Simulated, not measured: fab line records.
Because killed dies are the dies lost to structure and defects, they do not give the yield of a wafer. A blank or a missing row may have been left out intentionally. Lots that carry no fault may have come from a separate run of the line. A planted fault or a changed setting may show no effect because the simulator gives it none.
Chamber matching ; flow gf180mcu ; GF_V3_CMP_04 on cmp-01: 4 sister chambers
The step polishes SiO2. 4 wafers are shown with their chamber, then 7 later ones without.

== WAFERS WITH THEIR CHAMBER ==
wafer;chamber;motor-current-A (A)
L639.5;3;14.5
L651.5;0;13.6
L652.2;2;11.8
L652.3;1;11.0

== WAFERS MISSING THEIR CHAMBER ==
wafer;motor-current-A (A)
L652.6;11.2
L653.4;11.3
L653.5;11.7
L653.6;10.9
L654.2;12.8
L654.3;10.9
L654.6;13.9

== WHICH CHAMBER EACH ONE RAN IN ==
wafer;from the rows above;in truth
L652.6;can't be placed: 1 or 2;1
L653.4;can't be placed: 1 or 2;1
L653.5;can't be placed: 2 or 1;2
L653.6;1;1
L654.2;can't be placed: 0 or 2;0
L654.3;1;1
L654.6;can't be placed: 0 or 3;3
2 of 7 placed correctly. Cannot be placed on the basis of these rows: 5; the candidates contain the true chamber in 5. 0 placed wrongly.
How it was worked out, from the rows above alone: a wafer's distance from a chamber is the root of the sum, over the readings, of the square of ((its reading less the chamber's mean) divided by the reading's scatter). The wafer belongs to the nearest chamber; if the next one is less than 2 further off, it can't be placed. For every chamber, the mean is computed from those of its wafers that are shown. The scatter (one wafer shown for each chamber): square how far every hidden wafer sits from the nearest shown wafer, average those squares and take the square root.
